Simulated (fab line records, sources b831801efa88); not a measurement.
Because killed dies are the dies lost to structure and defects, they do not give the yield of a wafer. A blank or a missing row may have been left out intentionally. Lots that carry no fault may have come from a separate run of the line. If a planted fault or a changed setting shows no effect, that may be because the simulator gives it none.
Problem report, 8D (eight disciplines) form, completed by code    flow sky130    the parts of the form that need people (team, actions taken, sign-off) are left out

1. WHAT WENT WRONG
METAL2_ALCU_RS at SKY_METAL2_RS_MEAS_05 reads a mean of 0.1168 ohm/sq on 6 wafers of 2 lots; wafers without a fault read 0.1263 ohm/sq with a standard deviation of 0.0011. That puts it -8.6 standard deviations away from the usual mean.
The step: measures by four-point-probe.
The first sign was on wafer L278.1 at day 39 17:16, on film-metro-04. Wafers with a number at this step in the record: 30, from 10 lots. The rule behind "out" and "out of limits": a value lying over 4 standard deviations away from the usual mean. The rest of the wafers with a number are treated as sound.

2. WHAT IT IS; WHAT IT IS NOT
question                     is                            is not
which readings at this step  METAL2_ALCU_RS                -
which lots                   L278, L280                    L262, L263, L266, L267, L269, L270, L273, L282
which wafers of those lots   all that have a number        -
read on which gauges         film-metro-03, film-metro-04  film-metro-01
when                         from day 39 17:16             up to then (21 sound wafers); but 3 sound wafers of L282 came after

3. WHAT RULES OUT EACH SUSPECT
Counting: a tool stays on the suspect list if, at a process step up to the reading, it processed all lots that are out and no sound lot following the first of them.
- the gauge at SKY_METAL2_RS_MEAS_05 has been ruled out. 2 gauges (film-metro-03, film-metro-04) read the wafers that are out.
- rie-metal-02 at SKY_METAL1_DESCUM_17 (chemistry O2, time 8 s): kept. It ran every lot that is out, first L278 (day 38 13:32), and no sound lot after that; its last sound lot up to then is L273 (day 37 05:44).
- pvd-sputter-01 at SKY_METAL2_SPUTTER_02 (material AlCu, target thk 250 nm, time 13.3 s): kept. It ran every lot that is out, first L278 (day 39 17:11), and no sound lot after that; its last sound lot up to then is L270 (day 37 13:32). On those wafers its own readings are out: chamber-pressure-pa.
Left after counting: rie-metal-02 at SKY_METAL1_DESCUM_17, pvd-sputter-01 at SKY_METAL2_SPUTTER_02.

4. THE CAUSE (what the simulator had put in)
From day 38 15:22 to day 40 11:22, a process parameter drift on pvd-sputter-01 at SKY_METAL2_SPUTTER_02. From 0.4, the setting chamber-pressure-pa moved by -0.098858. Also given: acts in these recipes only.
Counting leaves 2 suspects; this tool is one of them.

5. THE EFFECT CHAIN, in route order
Each row: a reading whose mean over the struck wafers that have a number lies more than 3 standard deviations from the usual. Only readings whose record carries a usual standard deviation are examined. hours: median over the lots of the time between each lot's start at the first step of this table that gives one and its start at this step. sigmas: the change, counted in usual standard deviations.
hours  step                    reading              usual          on struck wafers  change   sigmas
0      SKY_METAL2_SPUTTER_02   chamber-pressure-pa  0.4001 Pa      0.3014            -0.0987  -99
0      SKY_METAL2_SPUTTER_02   throttle-valve-pct   30.2 %         36.2              +6.0     +4.6
0      SKY_METAL2_RS_MEAS_05   METAL2_ALCU_RS       0.1263 ohm/sq  0.1168            -0.0095  -8.6
0      SKY_METAL2_THK_MEAS_06  METAL2_ALCU_THK      251.7 nm       265.7             +14.0    +5.6
The process steps in it:
- SKY_METAL2_SPUTTER_02: material AlCu, target thk 250 nm, time 13.3 s.

6. WHAT WOULD HAVE CAUGHT IT SOONER
Counted from the fault's start at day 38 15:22, it took 26 hours until the first out-of-limits reading at a measuring or inspecting step in this record, taken at day 39 17:16.
Tool's own readings at SKY_METAL2_SPUTTER_02, chamber-pressure-pa: out on all struck wafers the step has rows for; an alarm limit on them would have tripped on the first.
L280, from the lots that are out (2), started SKY_METAL2_SPUTTER_02 on pvd-sputter-01 later than day 39 17:16. A hold on the tool at that time would have spared it.
